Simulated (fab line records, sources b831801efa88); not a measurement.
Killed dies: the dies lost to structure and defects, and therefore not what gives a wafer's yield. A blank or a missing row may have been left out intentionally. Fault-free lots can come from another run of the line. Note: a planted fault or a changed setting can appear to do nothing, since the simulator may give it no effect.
Chamber matching | flow gf180mcu | 4 sister chambers for GF_V1_CMP_26 on cmp-01
The step polishes, stops on SiO2, t overpolish 15 s, target thk 0 nm. 8 wafers are shown with their chamber, then 12 later ones without.

== WAFERS PAIRED WITH THEIR CHAMBERS ==
wafer  | chamber | motorCurrentA (A) | timeToEndpointS (s)
L086.2 | 0       | 10.4              | 83.5
L086.4 | 3       | 8.4               | 84.0
L089.1 | 2       | 8.5               | 85.7
L089.2 | 3       | 8.3               | 84.2
L089.3 | 1       | 10.9              | 88.3
L091.1 | 2       | 8.8               | 85.1
L091.3 | 0       | 10.1              | 85.1
L091.4 | 1       | 11.0              | 86.8

== WAFERS MISSING THEIR CHAMBER ==
wafer  | motorCurrentA (A) | timeToEndpointS (s)
L093.2 | 11.0              | 88.0
L093.3 | 10.3              | 89.4
L093.4 | 8.7               | 84.6
L094.1 | 10.4              | 87.0
L094.2 | 10.7              | 85.6
L094.3 | 9.0               | 86.5
L096.1 | 8.2               | 88.7
L096.2 | 10.2              | 87.0
L096.5 | 8.3               | 88.0
L095.1 | 11.1              | 85.8
L095.3 | 10.1              | 84.3
L095.5 | 8.2               | 89.9

== THE CHAMBER EACH PASSED THROUGH ==
wafer  | from the rows above     | in truth
L093.2 | 1                       | 1
L093.3 | can't be placed: 1 or 0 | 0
L093.4 | can't be placed: 2 or 3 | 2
L094.1 | can't be placed: 0 or 1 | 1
L094.2 | can't be placed: 1 or 0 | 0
L094.3 | 2                       | 2
L096.1 | can't be placed: 2 or 3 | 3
L096.2 | can't be placed: 0 or 1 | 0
L096.5 | can't be placed: 2 or 3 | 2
L095.1 | 1                       | 1
L095.3 | 0                       | 0
L095.5 | can't be placed: 2 or 3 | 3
4 of 12 placed correctly. Not placeable from these rows: 8 (in 8, the candidates include the true chamber). 0 placed wrongly.
How it was worked out, from the rows above alone: a wafer's distance from a chamber is the root of the sum, over the readings, of the square of ((its reading less the chamber's mean) divided by the reading's scatter). If the next closest chamber is less than 2 further off than the closest, the wafer can't be placed; otherwise it belongs to the closest. For every chamber, the mean is computed from those of its wafers that are shown. The scatter is the square root of a quotient: the sum, over the shown wafers, of each reading's squared deviation from its chamber's mean, divided by wafers minus chambers.
